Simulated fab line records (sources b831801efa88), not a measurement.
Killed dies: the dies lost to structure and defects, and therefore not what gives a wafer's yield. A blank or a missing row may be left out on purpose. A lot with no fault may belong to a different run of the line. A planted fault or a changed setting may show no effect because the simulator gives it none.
Which tool is to blame? ; flow sky130 ; 11 lots with 33 wafers sampled at 5 steps, on a route of 708 steps

## WHAT EACH GAUGE READ, for each wafer
The record holds no reading of a measuring or inspecting step that can be judged against a usual standard deviation.

## EACH LOT AND THE TOOL THAT RAN IT (in order: tool; ch and the chambers of the sampled wafers; start)
lot;SKY_LI_CONTACT_ETCH_15;SKY_METAL4_DESCUM_15;SKY_METAL5_SPUTTER_02;SKY_METAL5_METAL_ETCH_15;SKY_PAD_OPEN_PROBE_99
L739;rieDiel-04 ch 0,1,3, day 29 12:03;rieMetal-01 ch 0,1, day 42 00:43;pvdSputter-02, day 43 03:10;rieMetal-02 ch 0,1, day 44 02:28;prober-01, day 46 01:41
L740;rieDiel-01 ch 2,3, day 29 13:47;rieMetal-01 ch 0,1, day 42 03:46;pvdSputter-01, day 43 06:36;rieMetal-02 ch 0,1, day 44 06:02;prober-02, day 46 04:41
L741;rieDiel-01 ch 1,2,3, day 29 16:44;rieMetal-04 ch 0,1, day 42 06:22;pvdSputter-02, day 43 09:07;rieMetal-03 ch 0,1, day 44 08:09;prober-01, day 46 06:32
L742;rieDiel-04 ch 0,2, day 30 03:24;rieMetal-04 ch 0,1, day 42 15:37;pvdSputter-04, day 43 18:23;rieMetal-03 ch 0,1, day 44 17:12;prober-02, day 46 14:41
L743;rieDiel-02 ch 1,2, day 30 10:05;rieMetal-04 ch 0,1, day 42 22:28;pvdSputter-02, day 44 00:09;rieMetal-02 ch 0,1, day 44 22:57;prober-01, day 46 18:47
L744;rieDiel-04 ch 0,1,2, day 30 20:47;rieMetal-04 ch 0,1, day 43 06:14;pvdSputter-02, day 44 08:35;rieMetal-02 ch 0,1, day 45 06:43;prober-02, day 47 03:20
L745;rieDiel-01 ch 0,1, day 31 00:37;rieMetal-03 ch 0,1, day 43 09:43;pvdSputter-02, day 44 12:09;rieMetal-02 ch 0,1, day 45 09:28;prober-01, day 47 05:19
L748;rieDiel-04 ch 0,2,3, day 32 10:24;rieMetal-01 ch 0,1, day 44 13:02;pvdSputter-01, day 45 13:40;rieMetal-04 ch 0,1, day 46 10:44;prober-02, day 48 06:50
L749;rieDiel-01 ch 0,1,2, day 32 11:10;rieMetal-03 ch 0,1, day 44 14:58;pvdSputter-04, day 45 15:12;rieMetal-04 ch 0,1, day 46 12:24;prober-01, day 48 07:35
L750;rieDiel-02 ch 2,3, day 32 21:26;rieMetal-01 ch 0,1, day 45 00:03;pvdSputter-04, day 45 23:53;rieMetal-03 ch 0,1, day 46 20:03;prober-02, day 48 13:56
L759;rieDiel-01 ch 0,1,2, day 35 08:07;rieMetal-01 ch 0,1, day 46 21:40;pvdSputter-02, day 47 19:38;rieMetal-02 ch 0, day 48 14:08;prober-01, day 50 05:25
- SKY_LI_CONTACT_ETCH_15: etches PSG in C4F8/O2/Ar, stops on Si, target depth 600 nm.
- SKY_METAL4_DESCUM_15: chemistry O2, time 8 s.
- SKY_METAL5_SPUTTER_02: material AlCu, target thk 1150 nm, time 61.2 s.
- SKY_METAL5_METAL_ETCH_15: etches the open film in Cl2/BCl3, stops on SiO2, target depth 1260 nm, time 252 s.
- SKY_PAD_OPEN_PROBE_99

## AS READ BY THE TOOLS THEMSELVES (means over the sampled wafers that have a number; for cases with no such wafer, the mark the record gives instead)
SKY_LI_CONTACT_ETCH_15. Usual: chamberPressureMTorr 39.99 mTorr, standard deviation 0.038; oesProductAu 0.837 a.u., standard deviation 0.0047; rfFwdPowerW 1492 W, standard deviation 4.9.
lot;tool;chamberPressureMTorr (mTorr);oesProductAu (a.u.);rfFwdPowerW (W);flag
L739;rieDiel-04;39.96;0.837;1490;
L740;rieDiel-01;39.99;0.837;1483;
L741;rieDiel-01;40.00;0.838;1489;
L742;rieDiel-04;40.00;0.838;1492;
L743;rieDiel-02;40.02;0.839;1494;
L744;rieDiel-04;39.98;0.841;1492;
L745;rieDiel-01;39.99;0.838;1493;
L748;rieDiel-04;39.99;0.834;1488;
L749;rieDiel-01;40.01;0.840;1493;
L750;rieDiel-02;40.00;0.832;1496;
L759;rieDiel-01;40.04;0.839;1493;

SKY_METAL4_DESCUM_15. Usual: chamberPressureMTorr 10.000 mTorr, standard deviation 0.0091; drypumpMotorCurrentA 6.0 A, standard deviation 0.41; oesProductAu 0.999 a.u., standard deviation 0.0083; rfFwdPowerW 146.8 W, standard deviation 0.71.
lot;tool;chamberPressureMTorr (mTorr);drypumpMotorCurrentA (A);oesProductAu (a.u.);rfFwdPowerW (W);flag
L739;rieMetal-01;10.009;6.3;1.001;146.9;
L740;rieMetal-01;9.998;6.3;0.995;147.2;
L741;rieMetal-04;10.014;6.3;0.995;147.0;
L742;rieMetal-04;9.996;6.1;1.003;146.5;
L743;rieMetal-04;10.004;6.3;0.999;146.3;
L744;rieMetal-04;10.003;6.3;1.010;147.1;
L745;rieMetal-03;9.997;5.5;1.002;146.1;
L748;rieMetal-01;10.006;6.3;0.990;147.1;
L749;rieMetal-03;10.002;5.5;1.012;146.3;
L750;rieMetal-01;9.989;6.3;0.993;147.9;
L759;rieMetal-01;10.004;6.3;0.989;147.4;

SKY_METAL5_SPUTTER_02. Usual: throttleValvePct 29.7 %, standard deviation 1.1.
lot;tool;throttleValvePct (%);flag
L739;pvdSputter-02;30.0;
L740;pvdSputter-01;30.3;
L741;pvdSputter-02;29.3;
L742;pvdSputter-04;30.5;
L743;pvdSputter-02;30.0;
L744;pvdSputter-02;29.0;
L745;pvdSputter-02;28.6;
L748;pvdSputter-01;30.3;
L749;pvdSputter-04;29.1;
L750;pvdSputter-04;29.5;
L759;pvdSputter-02;29.6;

SKY_METAL5_METAL_ETCH_15. Usual: chamberPressureMTorr 10.001 mTorr, standard deviation 0.0093; drypumpMotorCurrentA 5.9 A, standard deviation 0.4; oesProductAu 0.894 a.u., standard deviation 0.0049; rfFwdPowerW 897.0 W, standard deviation 2.8; throttleValvePct 22.265 %, standard deviation 0.0081.
lot;tool;chamberPressureMTorr (mTorr);drypumpMotorCurrentA (A);oesProductAu (a.u.);rfFwdPowerW (W);throttleValvePct (%);flag
L739;rieMetal-02;9.999;5.7;0.894;900.1;22.267;
L740;rieMetal-02;10.011;5.7;0.892;898.9;22.258;
L741;rieMetal-03;10.003;5.5;0.889;901.3;22.269;
L742;rieMetal-03;10.003;5.5;0.894;898.0;22.263;
L743;rieMetal-02;10.000;5.7;0.897;897.9;22.258;
L744;rieMetal-02;10.000;5.7;0.894;898.6;22.259;
L745;rieMetal-02;10.004;5.7;0.893;895.3;22.267;
L748;rieMetal-04;9.997;6.1;0.894;897.7;22.266;
L749;rieMetal-04;9.997;6.3;0.896;898.9;22.269;
L750;rieMetal-03;10.007;5.5;0.898;895.9;22.266;
L759;rieMetal-02;10.008;6.2;0.892;895.2;22.265;

SKY_PAD_OPEN_PROBE_99. Usual: killed_at_M0_to_M3 42, standard deviation 6.8; killed_at_M4_up 3.2, standard deviation 1.8; killedAtContacts 25, standard deviation 5.4; killedAtFrontEnd 15, standard deviation 4.5; killedAtOther 0.3, standard deviation 0.56; killedDies 85, standard deviation 9.7; killedOpen 46, standard deviation 7.1; killedShort 39, standard deviation 6.5.
lot;tool;killed_at_M0_to_M3;killed_at_M4_up;killedAtContacts;killedAtFrontEnd;killedAtOther;killedDies;killedOpen;killedShort;flag
L739;prober-01;38;4.0;27;12;0.0;80;46;34;
L740;prober-02;42;3.0;15;10;0.3;70;37;33;
L741;prober-01;42;4.0;24;16;0.3;86;41;45;
L742;prober-02;37;4.3;24;14;0.0;79;42;36;
L743;prober-01;39;4.0;20;16;0.0;79;38;41;
L744;prober-02;35;3.3;28;18;0.7;85;48;37;
L745;prober-01;41;2.7;22;9;0.3;75;42;33;
L748;prober-02;40;3.7;28;16;0.7;89;51;38;
L749;prober-01;43;4.7;24;16;0.7;88;47;41;
L750;prober-02;41;4.0;23;15;0.3;83;47;36;
L759;prober-01;32;1.3;45;12;0.3;91;36;32;OFF

## THE ANSWER, worked out from the rows above alone
Rule: take the mean of a lot's wafers that have a number; if it is more than 3 standard deviations from the usual mean, the lot is off. A lot without any number at a reading at which 4 lots or more have one is off too. The other lots that the step has rows for count as sound. Order of review: gauges by route order, followed by the tools' own readings, for which a lot's mean as printed above is used. The first step at which some lot is off is used, and at that step the reading that is off furthest; a lot without a number counts as furthest.
Off, at SKY_PAD_OPEN_PROBE_99 on killedAtContacts: L759.
A tool fits if, at that step or a process step before it, it ran every lot that is off, and no sound lot after the first of them. Can't be told from this: 5 tools fit, rieDiel-01 at SKY_LI_CONTACT_ETCH_15, rieMetal-01 at SKY_METAL4_DESCUM_15, pvdSputter-02 at SKY_METAL5_SPUTTER_02, rieMetal-02 at SKY_METAL5_METAL_ETCH_15, prober-01 at SKY_PAD_OPEN_PROBE_99.

## WHAT THE SIMULATOR HAD INSERTED
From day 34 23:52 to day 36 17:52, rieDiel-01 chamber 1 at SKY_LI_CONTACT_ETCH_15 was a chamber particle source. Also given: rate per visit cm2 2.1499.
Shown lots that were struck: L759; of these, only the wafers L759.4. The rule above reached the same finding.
